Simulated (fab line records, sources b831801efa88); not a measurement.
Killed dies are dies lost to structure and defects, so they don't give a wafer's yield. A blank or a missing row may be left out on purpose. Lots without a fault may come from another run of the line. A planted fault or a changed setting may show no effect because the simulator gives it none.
fab line records | flow sky130
record lots=24 wafers=72 last_day=50
route steps=708 shown METAL2@487 VIA2@531 METAL3@535 CAPM@541
lots that met no fault: from a run of the same line without faults
start_h: hours from the record's first day to the start of the lot's first wafer shown | wait_h: hours since the lot's step before | " the same as in the row above | L1.1+2: a row that stands for several wafers | - no value, or no start given | * or withheld: withheld | < > ~ a bound
route shown NAME@n: a module of which the file shows steps, and the number in the route of the first | usual: mean/standard deviation of fault-free wafers | same: alike in all rows | chamber/n: place in a boat | sites: the reading at each site | _std_site: their standard deviation | _edge_site: outer sites' mean less inner sites' | radius_mm: how far each site lies from the wafer's centre | mask NAME#n: copy n | behind: the tool/chamber that last shaped the wafer | hold: why the lot was held/for how many hours/how that ended | device: the transistor (n, p or np) that didn't switch | end of line: the same wafers' tests at the end of the route | a step without rows: its recipe alone | killed: dies lost to structure and defects at the first sort, not the wafer's yield | map: a wafer's dies, x killed, . not, _ none there
set.NAME: the setting as run; set.NAME@STEP: as run at that earlier step | model.NAME: the simulator's own value behind a step, which no gauge read
steps of the route over a sample of lots; a table a step, a row a wafer
services: from which hour (start_h, from the record's first day; less than 0 if before it) a tool's chamber was out of use, for how many hours, and why
## steps
# step SKY_METAL2_SPUTTER_04
# recipe material=TiN target_thk_nm=70 power_w=6500 time_s=58.3 chamber_pressure_pa=0.4
# usual throttle_valve_pct=30.1/0.72
# columns lot.wafer tool chamber start_h wait_h throttle_valve_pct
L074.3 pvd_sputter-02 - 791.90 0.0 28.9
L074.5 " - " " 29.4
L074.6 " - " " 29.7
L075.2 pvd_sputter-04 - 799.47 0.0 30.7
L075.3 " - " " 29.6
L075.4 " - " " 30.1
L076.2 pvd_sputter-04 - 803.39 0.0 30.6
L076.3 " - " " 30.8
L076.6 " - " " 30.8
L077.1 pvd_sputter-01 - 812.85 0.0 29.5
L077.4 " - " " 32.3
L077.6 " - " " 29.6
L078.2 pvd_sputter-04 - 827.20 0.0 30.5
L078.5 " - " " 30.3
L078.6 " - " " 30.9
L079.1 pvd_sputter-02 - 830.20 0.0 29.5
L079.3 " - " " 29.5
L079.6 " - " " 29.2
L080.2 pvd_sputter-04 - 845.12 0.0 30.9
L080.4 " - " " 30.3
L080.6 " - " " 30.6
L081.1 pvd_sputter-04 - 848.28 0.0 30.3
L081.4 " - " " 30.3
L081.5 " - " " 30.6
L082.2 pvd_sputter-04 - 853.06 0.0 30.6
L082.3 " - " " 29.8
L082.6 " - " " 30.5
L083.1 pvd_sputter-04 - 867.87 0.0 30.6
L083.5 " - " " 29.6
L083.6 " - " " 30.1
L084.1 pvd_sputter-04 - 876.65 0.0 30.2
L084.3 " - " " 30.2
L084.5 " - " " 30.6
L085.1 pvd_sputter-01 - 879.05 0.0 32.4
L085.2 " - " " 29.7
L085.3 " - " " 29.3
L086.1 pvd_sputter-04 - 888.59 0.0 30.1
L086.2 " - " " 30.6
L086.6 " - " " 30.4
L087.3 pvd_sputter-04 - 896.05 0.0 30.4
L087.4 " - " " 30.0
L087.6 " - " " 30.2
L088.2 pvd_sputter-04 - 899.50 0.0 30.4
L088.3 " - " " 29.4
L088.5 " - " " 30.1
L089.4 pvd_sputter-01 - 910.87 0.0 32.3
L089.5 " - " " 30.4
L089.6 " - " " 29.7
L090.1 pvd_sputter-02 - 919.61 0.0 29.4
L090.2 " - " " 29.4
L090.3 " - " " 30.3
L092.3 pvd_sputter-02 - 930.03 0.0 29.6
L092.4 " - " " 29.0
L092.5 " - " " 29.5
L091.4 pvd_sputter-02 - 933.48 0.0 29.5
L091.5 " - " " 29.3
L091.6 " - " " 29.7
L093.2 pvd_sputter-01 - 937.60 0.0 30.2
L093.3 " - " " 32.4
L093.4 " - " " 29.6
L094.1 pvd_sputter-01 - 942.36 0.0 32.2
L094.4 " - " " 29.3
L094.6 " - " " 29.8
L095.1 pvd_sputter-02 - 949.26 0.0 29.7
L095.4 " - " " 29.1
L095.6 " - " " 29.4
L096.3 pvd_sputter-02 - 954.69 0.0 30.4
L096.4 " - " " 29.4
L096.5 " - " " 30.4
L097.1 pvd_sputter-02 - 960.79 0.0 29.3
L097.3 " - " " 29.6
L097.5 " - " " 29.1
# step SKY_VIA2_CMP_24
# recipe stop_on=SiO2 t_overpolish_s=20 down_force_psi=3.5 platen_rpm=60 target_thk_nm=0 pad_velocity_m_s=0.94248
# usual motor_current_A=11.4/1.1 overpolish_run_s=20.000/0.0091 platen_rpm=60.00/0.042 time_to_endpoint_s=103/3.1
# columns lot.wafer tool chamber start_h wait_h motor_current_A overpolish_run_s platen_rpm time_to_endpoint_s
L074.3 cmp-02 0 848.39 0.1 12.9 20.011 59.97 100
L074.5 " 2 " " 12.2 20.004 59.98 103
L074.6 " 3 " " 11.7 20.002 60.05 100
L075.3 cmp-02 0 854.35 0.0 12.8 19.996 60.03 97
L075.4 " 1 " " 10.3 19.995 59.99 103
L075.2 " 2 " " 12.2 19.971 59.93 98
L076.3 cmp-01 1 857.70 0.1 12.1 20.005 60.07 103
L076.2 " 2 " " 11.4 20.000 59.99 102
L076.6 " 1 " " 12.0 20.004 60.00 105
L077.4 cmp-01 2 868.28 0.1 12.0 20.003 60.01 96
L077.1 " 3 " " 11.5 20.004 60.00 102
L077.6 " 1 " " 11.5 20.028 59.93 99
L078.2 cmp-02 0 882.00 0.2 12.7 19.984 60.03 96
L078.6 " 1 " " 10.0 19.992 60.05 103
L078.5 " 2 " " 11.8 20.007 60.01 100
L079.1 cmp-02 3 885.10 0.2 11.6 19.995 60.07 100
L079.3 " 2 " " 11.9 20.013 60.03 102
L079.6 " 3 " " 11.1 19.994 60.02 99
L080.4 cmp-01 2 900.13 0.0 11.7 20.004 59.96 109
L080.2 " 3 " " 11.3 19.997 60.05 105
L080.6 " 2 " " 11.5 19.986 59.98 101
L081.1 cmp-02 1 901.66 0.1 10.3 20.007 59.98 105
L081.4 " 3 " " 11.5 19.990 59.96 97
L081.5 " 1 " " 10.2 20.004 59.97 101
L082.3 cmp-02 0 907.67 0.0 13.0 20.015 59.97 97
L082.2 " 3 " " 12.0 19.993 59.98 102
L082.6 " 0 " " 12.7 20.004 59.93 98
L083.1 cmp-02 2 921.88 0.1 12.4 19.993 59.97 102
L083.5 " 0 " " 13.2 20.002 60.01 103
L083.6 " 1 " " 10.8 20.006 59.99 110
L084.3 cmp-01 2 928.40 0.4 11.7 19.996 59.92 103
L084.1 " 0 " " 9.0 20.006 60.00 101
L084.5 " 3 " " 11.0 20.006 60.03 104
L085.3 cmp-02 1 931.52 0.1 10.8 20.009 60.00 109
L085.1 " 2 " " 12.7 19.992 60.03 101
L085.2 " 3 " " 11.0 20.000 60.04 104
L086.2 cmp-02 3 942.70 0.1 10.6 19.996 60.05 104
L086.1 " 0 " " 12.7 20.004 60.01 100
L086.6 " 3 " " 11.4 20.014 60.03 101
L087.4 cmp-02 2 947.82 0.1 11.9 19.990 59.97 102
L087.3 " 0 " " 13.1 20.003 60.05 104
L087.6 " 1 " " 10.4 20.008 59.96 110
L088.3 cmp-02 2 951.52 0.1 12.5 20.013 60.07 101
L088.2 " 3 " " 11.2 20.008 60.07 104
L088.5 " 2 " " 12.6 20.004 59.98 105
L089.4 cmp-02 2 961.90 0.1 11.9 19.998 59.97 97
L089.5 " 1 " " 10.5 20.002 59.97 105
L089.6 " 2 " " 11.6 20.007 60.03 99
L090.1 cmp-01 2 969.99 0.1 11.0 20.004 60.01 103
L090.2 " 3 " " 11.0 19.989 59.98 105
L090.3 " 1 " " 11.2 20.005 60.03 103
L092.4 cmp-01 0 980.57 0.1 9.0 20.004 60.05 101
L092.3 " 1 " " 11.2 19.989 59.99 101
L092.5 " 2 " " 11.6 20.009 60.01 101
L091.4 cmp-01 3 984.22 0.0 11.1 20.004 60.01 108
L091.6 " 3 " " 11.4 19.984 59.99 108
L091.5 " 0 " " 9.5 19.996 60.03 102
L093.3 cmp-02 0 988.55 0.0 12.6 19.988 60.01 101
L093.4 " 2 " " 11.5 20.008 59.99 101
L093.2 " 3 " " 11.3 19.986 59.94 101
L094.4 cmp-02 1 992.09 0.0 10.1 19.994 59.96 107
L094.1 " 0 " " 13.5 20.019 59.96 105
L094.6 " 2 " " 11.9 19.996 59.98 107
L095.1 cmp-01 1 999.75 0.1 12.0 19.987 60.06 101
L095.4 " 3 " " 11.8 20.001 60.07 103
L095.6 " 1 " " 11.7 20.012 60.05 103
L096.4 cmp-02 0 1004.90 0.0 12.8 20.007 60.04 102
L096.3 " 2 " " 11.4 19.994 60.01 101
L096.5 " 1 " " 10.6 19.989 59.97 106
L097.3 cmp-01 1 1011.37 0.1 11.7 20.012 59.97 104
L097.1 " 3 " " 11.7 19.995 60.03 105
L097.5 " 0 " " 9.5 19.991 59.97 99
# step SKY_METAL3_SPUTTER_03
# recipe material=Ti target_thk_nm=5 power_w=3000 time_s=3.3 chamber_pressure_pa=0.4
# usual throttle_valve_pct=30.2/0.91
# columns lot.wafer tool chamber start_h wait_h throttle_valve_pct
L074.3 pvd_sputter-01 - 848.68 0.0 29.0
L074.5 " - " " 30.3
L074.6 " - " " 29.7
L075.2 pvd_sputter-04 - 854.74 0.0 30.6
L075.3 " - " " 29.8
L075.4 " - " " 30.3
L076.2 pvd_sputter-01 - 858.04 0.0 30.4
L076.3 " - " " 29.6
L076.6 " - " " 32.5
L077.1 pvd_sputter-01 - 868.62 0.0 32.1
L077.4 " - " " 29.0
L077.6 " - " " 29.5
L078.2 pvd_sputter-04 - 882.24 0.0 31.0
L078.5 " - " " 29.8
L078.6 " - " " 30.5
L079.1 pvd_sputter-04 - 885.48 0.0 30.3
L079.3 " - " " 29.7
L079.6 " - " " 29.7
L080.2 pvd_sputter-01 - 900.52 0.0 29.6
L080.4 " - " " 30.2
L080.6 " - " " 29.6
L081.1 pvd_sputter-01 - 902.05 0.0 29.9
L081.4 " - " " 29.4
L081.5 " - " " 32.4
L082.2 pvd_sputter-01 - 908.05 0.0 29.0
L082.3 " - " " 30.3
L082.6 " - " " 29.4
L083.1 pvd_sputter-04 - 922.17 0.0 29.7
L083.5 " - " " 30.3
L083.6 " - " " 29.7
L084.1 pvd_sputter-03 - 928.79 0.0 31.2
L084.3 " - " " 30.2
L084.5 " - " " 30.4
L085.1 pvd_sputter-01 - 931.86 0.0 30.2
L085.2 " - " " 32.4
L085.3 " - " " 29.7
L086.1 pvd_sputter-01 - 943.04 0.0 30.3
L086.2 " - " " 29.7
L086.6 " - " " 32.0
L087.3 pvd_sputter-03 - 948.16 0.0 30.3
L087.4 " - " " 31.1
L087.6 " - " " 30.2
L088.2 pvd_sputter-01 - 951.86 0.0 29.6
L088.3 " - " " 32.5
L088.5 " - " " 29.1
L089.4 pvd_sputter-04 - 962.24 0.0 30.2
L089.5 " - " " 30.1
L089.6 " - " " 30.7
L090.1 pvd_sputter-01 - 970.37 0.0 32.2
L090.2 " - " " 30.2
L090.3 " - " " 29.3
L092.3 pvd_sputter-04 - 980.86 0.0 29.7
L092.4 " - " " 30.4
L092.5 " - " " 30.4
L091.4 pvd_sputter-04 - 984.60 0.0 30.5
L091.5 " - " " 29.7
L091.6 " - " " 30.5
L093.2 pvd_sputter-04 - 988.93 0.0 30.4
L093.3 " - " " 30.7
L093.4 " - " " 30.8
L094.1 pvd_sputter-04 - 992.47 0.0 30.6
L094.4 " - " " 30.4
L094.6 " - " " 29.9
L095.1 pvd_sputter-01 - 1000.08 0.0 29.6
L095.4 " - " " 32.5
L095.6 " - " " 29.5
L096.3 pvd_sputter-01 - 1005.28 0.0 29.1
L096.4 " - " " 29.6
L096.5 " - " " 29.7
L097.1 pvd_sputter-04 - 1011.70 0.0 30.7
L097.3 " - " " 30.8
L097.5 " - " " 30.3
# step SKY_METAL3_SPUTTER_04
# recipe material=TiN target_thk_nm=70 power_w=6500 time_s=58.3 chamber_pressure_pa=0.4
# usual throttle_valve_pct=30.2/0.91
# columns lot.wafer tool chamber start_h wait_h throttle_valve_pct
L074.3 pvd_sputter-01 - 848.70 0.0 29.0
L074.5 " - " " 30.3
L074.6 " - " " 29.5
L075.2 pvd_sputter-04 - 854.76 0.0 30.9
L075.3 " - " " 29.6
L075.4 " - " " 30.6
L076.2 pvd_sputter-01 - 858.06 0.0 30.1
L076.3 " - " " 29.6
L076.6 " - " " 32.3
L077.1 pvd_sputter-01 - 868.64 0.0 32.3
L077.4 " - " " 29.1
L077.6 " - " " 29.7
L078.2 pvd_sputter-04 - 882.26 0.0 30.6
L078.5 " - " " 29.8
L078.6 " - " " 30.3
L079.1 pvd_sputter-04 - 885.50 0.0 30.2
L079.3 " - " " 29.6
L079.6 " - " " 30.0
L080.2 pvd_sputter-01 - 900.53 0.0 29.8
L080.4 " - " " 30.1
L080.6 " - " " 29.4
L081.1 pvd_sputter-01 - 902.06 0.0 29.9
L081.4 " - " " 29.5
L081.5 " - " " 32.1
L082.2 pvd_sputter-01 - 908.07 0.0 29.2
L082.3 " - " " 30.0
L082.6 " - " " 29.6
L083.1 pvd_sputter-04 - 922.19 0.0 29.8
L083.5 " - " " 30.4
L083.6 " - " " 29.7
L084.1 pvd_sputter-03 - 928.81 0.0 31.0
L084.3 " - " " 29.8
L084.5 " - " " 30.2
L085.1 pvd_sputter-01 - 931.88 0.0 30.3
L085.2 " - " " 32.3
L085.3 " - " " 29.6
L086.1 pvd_sputter-01 - 943.06 0.0 30.5
L086.2 " - " " 29.5
L086.6 " - " " 32.2
L087.3 pvd_sputter-03 - 948.18 0.0 30.3
L087.4 " - " " 30.9
L087.6 " - " " 30.2
L088.2 pvd_sputter-01 - 951.88 0.0 29.9
L088.3 " - " " 32.4
L088.5 " - " " 28.8
L089.4 pvd_sputter-04 - 962.26 0.0 30.6
L089.5 " - " " 30.1
L089.6 " - " " 30.7
L090.1 pvd_sputter-01 - 970.39 0.0 32.1
L090.2 " - " " 30.3
L090.3 " - " " 29.1
L092.3 pvd_sputter-04 - 980.87 0.0 29.7
L092.4 " - " " 30.2
L092.5 " - " " 30.4
L091.4 pvd_sputter-04 - 984.62 0.0 30.4
L091.5 " - " " 29.5
L091.6 " - " " 30.6
L093.2 pvd_sputter-04 - 988.95 0.0 30.2
L093.3 " - " " 30.7
L093.4 " - " " 30.6
L094.1 pvd_sputter-04 - 992.49 0.0 30.6
L094.4 " - " " 30.4
L094.6 " - " " 29.5
L095.1 pvd_sputter-01 - 1000.10 0.0 29.6
L095.4 " - " " 32.4
L095.6 " - " " 29.6
L096.3 pvd_sputter-01 - 1005.30 0.0 28.9
L096.4 " - " " 29.6
L096.5 " - " " 29.7
L097.1 pvd_sputter-04 - 1011.72 0.0 30.6
L097.3 " - " " 30.5
L097.5 " - " " 30.4
# step SKY_CAPM_THK_MEAS_04
# recipe thk_meas_gauge=xrf reads=TiN_of_CAPM_SPUTTER_02
# usual CAPM_TIN_THK=200.8/2.1
# columns lot.wafer tool chamber start_h wait_h CAPM_TIN_THK[nm]
L074.3 film_metro-03 - 849.08 0.1 202.5
L074.5 " - " " 200.6
L074.6 " - " " 202.2
L075.2 film_metro-02 - 855.13 0.1 200.5
L075.3 " - " " 203.0
L075.4 " - " " 202.0
L076.2 film_metro-02 - 858.43 0.1 199.4
L076.3 " - " " 200.2
L076.6 " - " " 200.9
L077.1 film_metro-04 - 869.00 0.1 200.2
L077.4 " - " " 202.0
L077.6 " - " " 202.0
L078.2 film_metro-02 - 882.63 0.1 196.7
L078.5 " - " " 196.8
L078.6 " - " " 197.5
L079.1 film_metro-03 - 885.86 0.1 198.4
L079.3 " - " " 199.0
L079.6 " - " " 197.6
L080.2 film_metro-02 - 900.90 0.1 199.7
L080.4 " - " " 202.9
L080.6 " - " " 200.6
L081.1 film_metro-04 - 902.43 0.1 203.4
L081.4 " - " " 204.9
L081.5 " - " " 203.6
L082.2 film_metro-04 - 908.44 0.1 197.8
L082.3 " - " " 199.6
L082.6 " - " " 201.0
L083.1 film_metro-02 - 922.55 0.1 200.1
L083.5 " - " " 199.3
L083.6 " - " " 200.1
L084.1 film_metro-03 - 929.17 0.1 201.6
L084.3 " - " " 202.8
L084.5 " - " " 199.8
L085.1 film_metro-02 - 932.25 0.1 197.6
L085.2 " - " " 198.8
L085.3 " - " " 197.2
L086.1 film_metro-02 - 943.43 0.1 203.6
L086.2 " - " " 202.2
L086.6 " - " " 202.4
L087.3 film_metro-02 - 948.57 0.1 205.2
L087.4 " - " " 202.1
L087.6 " - " " 203.2
L088.2 film_metro-03 - 952.25 0.1 202.2
L088.3 " - " " 200.1
L088.5 " - " " 203.1
L089.4 film_metro-02 - 962.65 0.1 196.0
L089.5 " - " " 196.6
L089.6 " - " " 197.5
L090.1 film_metro-03 - 970.75 0.1 203.7
L090.2 " - " " 204.2
L090.3 " - " " 201.5
L092.3 film_metro-02 - 981.25 0.1 201.0
L092.4 " - " " 198.8
L092.5 " - " " 201.4
L091.4 film_metro-03 - 985.01 0.1 202.5
L091.5 " - " " 205.9
L091.6 " - " " 203.6
L093.2 film_metro-04 - 989.32 0.1 199.5
L093.3 " - " " 198.0
L093.4 " - " " 198.9
L094.1 film_metro-04 - 992.85 0.1 201.6
L094.4 " - " " 199.9
L094.6 " - " " 199.4
L095.1 film_metro-04 - 1000.47 0.1 204.3
L095.4 " - " " 202.1
L095.6 " - " " 200.6
L096.3 film_metro-03 - 1005.68 0.1 202.9
L096.4 " - " " 203.6
L096.5 " - " " 203.7
L097.1 film_metro-04 - 1012.08 0.1 200.9
L097.3 " - " " 201.8
L097.5 " - " " 198.3
# step SKY_METAL3_CD_MEAS_13
# recipe target_cd_nm=300
# usual cd_nm=299.8/1.2
# columns lot.wafer tool chamber start_h wait_h cd_nm
L074.3 cd_sem-01 - 901.03 - 300.6
L074.5 " - " " 299.0
L074.6 " - " " 301.4
L075.2 cd_sem-02 - 906.64 - 301.7
L075.3 " - " " 301.0
L075.4 " - " " 301.3
L076.2 cd_sem-02 - 909.99 - 301.9
L076.3 " - " " 300.5
L076.6 " - " " 301.7
L077.1 cd_sem-01 - 919.67 - 301.2
L077.4 " - " " 299.5
L077.6 " - " " 300.1
L078.2 cd_sem-01 - 932.49 - 300.1
L078.5 " - " " 299.8
L078.6 " - " " 300.2
L079.1 cd_sem-02 - 935.92 - 301.1
L079.3 " - " " 300.7
L079.6 " - " " 301.5
L080.2 cd_sem-02 - 949.39 - 301.9
L080.4 " - " " 300.9
L080.6 " - " " 300.8
L081.1 cd_sem-02 - 951.29 - 298.4
L081.4 " - " " 299.6
L081.5 " - " " 298.9
L082.2 cd_sem-01 - 957.46 - 300.0
L082.3 " - " " 299.4
L082.6 " - " " 300.2
L083.1 cd_sem-01 - 970.39 - 302.4
L083.5 " - " " 300.4
L083.6 " - " " 300.9
L084.1 cd_sem-02 - 977.24 - 299.1
L084.3 " - " " 300.9
L084.5 " - " " 300.8
L085.1 cd_sem-01 - 979.47 - 297.7
L085.2 " - " " 298.5
L085.3 " - " " 297.9
L086.1 cd_sem-02 - 990.54 - 300.8
L086.2 " - " " 298.5
L086.6 " - " " 299.4
L087.3 cd_sem-01 - 996.21 - 300.0
L087.4 " - " " 300.5
L087.6 " - " " 301.3
L088.2 cd_sem-01 - 1000.89 - 299.5
L088.3 " - " " 300.1
L088.5 " - " " 299.5
L089.4 cd_sem-01 - 1010.80 - 299.5
L089.5 " - " " 298.5
L089.6 " - " " 300.0
L090.1 cd_sem-02 - 1018.19 - 299.5
L090.2 " - " " 299.6
L090.3 " - " " 300.4
L092.3 cd_sem-01 - 1028.48 - 298.5
L092.4 " - " " 297.7
L092.5 " - " " 298.4
L091.4 cd_sem-01 - 1031.10 - 297.5
L091.5 " - " " 299.4
L091.6 " - " " 299.3
L093.2 cd_sem-01 - 1035.79 - 299.9
L093.3 " - " " 298.1
L093.4 " - " " 298.3
L094.1 cd_sem-02 - 1039.09 - 298.7
L094.4 " - " " 299.7
L094.6 " - " " 300.5
L095.1 cd_sem-02 - 1046.69 - 300.8
L095.4 " - " " 301.5
L095.6 " - " " 300.3
L096.3 cd_sem-01 - 1050.35 - 298.1
L096.4 " - " " 299.1
L096.5 " - " " 298.7
L097.1 cd_sem-02 - 1057.14 - 298.2
L097.3 " - " " 300.7
L097.5 " - " " 298.0
## services
# columns tool chamber start_h hours kind
cmp-02 - 776.48 1.2 repair
pvd_sputter-02 - 790.54 0.6 repair
cmp-01 - 803.33 3.6 repair
cmp-01 - 804.76 7.5 repair
cmp-01 - 814.16 2.4 repair
pvd_sputter-02 - 833.43 3.1 repair
cmp-02 - 837.05 1.8 repair
pvd_sputter-04 - 839.20 1.4 repair
cmp-01 - 879.27 1.0 repair
cmp-01 - 881.60 7.3 pm
cmp-01 - 889.98 8.2 pm
cmp-02 - 911.79 7.9 pm
cmp-01 - 912.00 4.0 pm
cmp-02 - 922.38 8.6 pm
cmp-01 - 936.80 3.5 repair
pvd_sputter-02 - 937.28 6.3 repair
cmp-01 - 949.58 0.9 repair
cmp-02 - 966.70 1.2 repair
pvd_sputter-03 - 967.15 72.4 repair
cmp-01 - 973.90 0.6 repair
cmp-02 - 983.99 2.0 repair
pvd_sputter-02 - 986.30 1.4 repair
pvd_sputter-01 - 1007.91 8.1 repair
cmp-02 - 1010.58 2.0 repair
## key
fault none
